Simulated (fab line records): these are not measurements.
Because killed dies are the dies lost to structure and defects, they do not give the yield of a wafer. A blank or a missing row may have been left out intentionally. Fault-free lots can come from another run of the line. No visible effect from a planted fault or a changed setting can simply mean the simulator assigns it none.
Which tool is to blame? / flow gf180mcu / 12 lots, 36 wafers sampled, at 3 steps of a route of 602

WHAT EACH GAUGE READ, for each wafer
GF_SAB_THK_MEAS_01.
lot=L503; measured=day 14 01:04; on=film_metro-03; SAB_CVD_00_THK (nm)=49.1 51.2 49.8
lot=L509; measured=day 16 08:31; on=film_metro-03; SAB_CVD_00_THK (nm)=49.0 54.8 49.6
lot=L515; measured=day 18 18:23; on=film_metro-03; SAB_CVD_00_THK (nm)=49.0 50.0 49.9
lot=L517; measured=day 19 10:00; on=film_metro-02; SAB_CVD_00_THK (nm)=49.8 50.1 50.7
lot=L518; measured=day 19 16:36; on=film_metro-02; SAB_CVD_00_THK (nm)=49.9 49.7 50.9
lot=L519; measured=day 19 21:47; on=film_metro-01; SAB_CVD_00_THK (nm)=49.9 50.2 50.4
lot=L520; measured=day 20 10:55; on=film_metro-03; SAB_CVD_00_THK (nm)=49.4 50.1 49.8
lot=L521; measured=day 20 18:43; on=film_metro-02; SAB_CVD_00_THK (nm)=49.9 49.6 50.2
lot=L522; measured=day 21 01:02; on=film_metro-02; SAB_CVD_00_THK (nm)=48.9 49.8 49.4
lot=L523; measured=day 21 06:34; on=film_metro-03; SAB_CVD_00_THK (nm)=48.7 49.0 49.6
lot=L524; measured=day 21 18:25; on=film_metro-01; SAB_CVD_00_THK (nm)=49.6 49.3 50.5
lot=L526; measured=day 22 09:25; on=film_metro-01; SAB_CVD_00_THK (nm)=49.0 49.5 49.6

TOOL THAT RAN EACH LOT (tool first, then ch and the chambers of the sampled wafers, then the start)
lot=L503; GF_PSD_RTA_13=rtp_anneal-02 ch 0, day 14 00:43; GF_SAB_CVD_00=pecvd-04 ch 0,2, day 14 01:02
lot=L509; GF_PSD_RTA_13=rtp_anneal-01 ch 0, day 16 08:11; GF_SAB_CVD_00=pecvd-04 ch 0,1, day 16 08:28
lot=L515; GF_PSD_RTA_13=rtp_anneal-02 ch 0, day 18 18:03; GF_SAB_CVD_00=pecvd-03 ch 0,2, day 18 18:23
lot=L517; GF_PSD_RTA_13=rtp_anneal-01 ch 0, day 19 09:40; GF_SAB_CVD_00=pecvd-04 ch 0,2, day 19 09:58
lot=L518; GF_PSD_RTA_13=rtp_anneal-01 ch 0, day 19 16:16; GF_SAB_CVD_00=pecvd-02 ch 0,1, day 19 16:35
lot=L519; GF_PSD_RTA_13=rtp_anneal-01 ch 0, day 19 21:25; GF_SAB_CVD_00=pecvd-04 ch 0,1, day 19 21:45
lot=L520; GF_PSD_RTA_13=rtp_anneal-02 ch 0, day 20 10:34; GF_SAB_CVD_00=pecvd-04 ch 0,1, day 20 10:52
lot=L521; GF_PSD_RTA_13=rtp_anneal-01 ch 0, day 20 18:22; GF_SAB_CVD_00=pecvd-02 ch 0,2, day 20 18:41
lot=L522; GF_PSD_RTA_13=rtp_anneal-02 ch 0, day 21 00:42; GF_SAB_CVD_00=pecvd-04 ch 1,2, day 21 01:01
lot=L523; GF_PSD_RTA_13=rtp_anneal-01 ch 0, day 21 06:13; GF_SAB_CVD_00=pecvd-04 ch 0,1,2, day 21 06:32
lot=L524; GF_PSD_RTA_13=rtp_anneal-02 ch 0, day 21 18:04; GF_SAB_CVD_00=pecvd-04 ch 0,2, day 21 18:23
lot=L526; GF_PSD_RTA_13=rtp_anneal-01 ch 0, day 22 09:04; GF_SAB_CVD_00=pecvd-04 ch 0,1,2, day 22 09:23
- GF_PSD_RTA_13: time 20 s.
- GF_SAB_CVD_00: deposits SiO2 from TEOS, target thk 50 nm, time 4.9302 s.

WHAT THE TOOLS THEMSELVES READ (means of the sampled wafers that have a number; where no wafer has one, the mark that the record gives instead)
GF_PSD_RTA_13.
lot=L503; tool=rtp_anneal-02; lamp_power_pct (%)=32.5; wafer_temp_C_max=1028.0
lot=L509; tool=rtp_anneal-01; lamp_power_pct (%)=34.4; wafer_temp_C_max=1034.5
lot=L515; tool=rtp_anneal-02; lamp_power_pct (%)=32.4; wafer_temp_C_max=1028.5
lot=L517; tool=rtp_anneal-01; lamp_power_pct (%)=34.4; wafer_temp_C_max=1032.6
lot=L518; tool=rtp_anneal-01; lamp_power_pct (%)=34.4; wafer_temp_C_max=1032.9
lot=L519; tool=rtp_anneal-01; lamp_power_pct (%)=34.4; wafer_temp_C_max=1033.0
lot=L520; tool=rtp_anneal-02; lamp_power_pct (%)=32.4; wafer_temp_C_max=1027.8
lot=L521; tool=rtp_anneal-01; lamp_power_pct (%)=34.4; wafer_temp_C_max=1032.7
lot=L522; tool=rtp_anneal-02; lamp_power_pct (%)=32.5; wafer_temp_C_max=1028.1
lot=L523; tool=rtp_anneal-01; lamp_power_pct (%)=34.4; wafer_temp_C_max=1033.2
lot=L524; tool=rtp_anneal-02; lamp_power_pct (%)=32.5; wafer_temp_C_max=1027.9
lot=L526; tool=rtp_anneal-01; lamp_power_pct (%)=34.4; wafer_temp_C_max=1034.8

GF_SAB_CVD_00.
lot=L503; tool=pecvd-04; heater_power_w (W)=697
lot=L509; tool=pecvd-04; heater_power_w (W)=619
lot=L515; tool=pecvd-03; heater_power_w (W)=719
lot=L517; tool=pecvd-04; heater_power_w (W)=670
lot=L518; tool=pecvd-02; heater_power_w (W)=736
lot=L519; tool=pecvd-04; heater_power_w (W)=570
lot=L520; tool=pecvd-04; heater_power_w (W)=643
lot=L521; tool=pecvd-02; heater_power_w (W)=761
lot=L522; tool=pecvd-04; heater_power_w (W)=797
lot=L523; tool=pecvd-04; heater_power_w (W)=675
lot=L524; tool=pecvd-04; heater_power_w (W)=651
lot=L526; tool=pecvd-04; heater_power_w (W)=648

THE ANSWER, worked out from the rows above alone
Rule: the lots themselves supply what counts as usual. The widest of any qualifying gaps counts: lots, ordered by their means at a reading, are off when they make up no more than a third of the lots, leave a main group of 4 or more, and stand apart from it by 3 or more times the standard deviation of that group's means. A main group is skipped when, at the precision printed for the reading in the tables above, its means are all equal. A lot without any number at a reading at which 4 lots or more have one is off too. Where the step has rows for the other lots, those lots are counted as sound. After the gauges, taken in route order, come the tools' own readings; for these a lot's mean is taken, as printed above. The first step at which some lot is off is used, and at that step the reading that is off furthest; a lot without a number counts as furthest.
No lot is off at any reading shown: from this, nothing can be told.

WHAT WAS PUT IN BY THE SIMULATOR
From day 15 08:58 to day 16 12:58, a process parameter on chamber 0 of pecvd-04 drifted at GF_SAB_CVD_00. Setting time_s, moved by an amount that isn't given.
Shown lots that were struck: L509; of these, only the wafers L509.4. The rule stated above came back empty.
